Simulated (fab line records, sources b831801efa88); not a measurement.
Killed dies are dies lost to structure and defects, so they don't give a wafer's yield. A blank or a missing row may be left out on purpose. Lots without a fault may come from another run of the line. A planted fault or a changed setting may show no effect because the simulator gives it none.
Which tool did it? | flow sky130 | 11 lots, 33 wafers sampled, at 3 steps of a route of 708

WHAT THE GAUGES READ, wafer by wafer
SKY_CAP2M_THK_MEAS_01.
lot  | measured     | on            | CAP2M_CVD_00_THK (nm)
L866 | day 39 08:53 | film_metro-01 | 15.07 15.28 15.46
L867 | day 40 05:13 | film_metro-01 | 15.77 15.35 15.89
L868 | day 40 05:40 | film_metro-01 | 15.40 15.47 15.04
L870 | day 41 06:25 | film_metro-04 | 15.18 15.00 15.33
L872 | day 41 20:53 | film_metro-01 | 15.42 15.27 15.63
L873 | day 41 23:05 | film_metro-02 | 15.46 15.53 15.93
L874 | day 42 10:38 | film_metro-01 | 20.77 15.61 16.01
L884 | day 44 15:51 | film_metro-04 | 15.45 15.48 15.47
L885 | day 45 08:13 | film_metro-02 | 15.42 15.41 15.44
L886 | day 45 12:52 | film_metro-01 | 15.49 15.84 15.89
L889 | day 46 01:25 | film_metro-01 | 15.35 15.51 15.68

WHICH TOOL RAN EACH LOT (tool, then ch and the chambers of the sampled wafers, then the start)
lot  | SKY_METAL3_DESCUM_15              | SKY_CAP2M_CVD_00
L866 | rie_metal-03 ch 0, day 38 05:11   | pecvd-03 ch 0,1,2, day 39 08:50
L867 | rie_metal-04 ch 0,1, day 39 00:22 | pecvd-01 ch 0,1, day 40 05:11
L868 | rie_metal-02 ch 0,1, day 39 02:11 | pecvd-04 ch 0,1,2, day 40 05:38
L870 | rie_metal-02 ch 0,1, day 40 02:37 | pecvd-01 ch 0,2, day 41 06:23
L872 | rie_metal-03 ch 0,1, day 40 17:23 | pecvd-03 ch 0,1,2, day 41 20:50
L873 | rie_metal-04 ch 0,1, day 40 20:05 | pecvd-04 ch 0,2, day 41 23:02
L874 | rie_metal-04 ch 0,1, day 41 07:17 | pecvd-01 ch 0,1,2, day 42 10:35
L884 | rie_metal-02 ch 0,1, day 43 13:53 | pecvd-04 ch 0,1,2, day 44 15:50
L885 | rie_metal-03 ch 0,1, day 44 06:59 | pecvd-04 ch 0,1, day 45 08:11
L886 | rie_metal-04 ch 1, day 44 09:46   | pecvd-04 ch 0,2, day 45 12:49
L889 | rie_metal-02 ch 0,1, day 45 01:20 | pecvd-03 ch 0,2, day 46 01:23
- SKY_METAL3_DESCUM_15: chemistry O2, time 8 s.
- SKY_CAP2M_CVD_00: deposits SiO2, target thk 15.5 nm.

THE ANSWER, worked out from the rows above alone
Rule: what is usual is taken from the lots themselves. Put in order of their means at a reading, lots are off if they are a third of the lots or fewer, leave a main group of 4 or more, and stand apart from it by a gap of 3 or more times the standard deviation of the main group's means; of several such gaps the widest counts. A main group whose means are all the same, to the digits that the tables above print for the reading, isn't used. A lot without any number at a reading at which 4 lots or more have one is off too. The other lots that the step has rows for count as sound.
Off: L874, at SKY_CAP2M_THK_MEAS_01 (CAP2M_CVD_00_THK). The main group: mean 15.46 nm, standard deviation 0.17.
A tool fits if, at a process step before that reading, it ran every lot that is off, and no sound lot after the first of them. The gauges at SKY_CAP2M_THK_MEAS_01 are tried like those tools. One fits: pecvd-01 at SKY_CAP2M_CVD_00. Its last sound lot is L870 (day 41 06:23), its first lot that is off L874 (day 42 10:35): a fault that began between those two fits.

WHAT THE SIMULATOR HAD PUT IN
Process parameter drift: pecvd-01, from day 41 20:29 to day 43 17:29, at SKY_CAP2M_CVD_00. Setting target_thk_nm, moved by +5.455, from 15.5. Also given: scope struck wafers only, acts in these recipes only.
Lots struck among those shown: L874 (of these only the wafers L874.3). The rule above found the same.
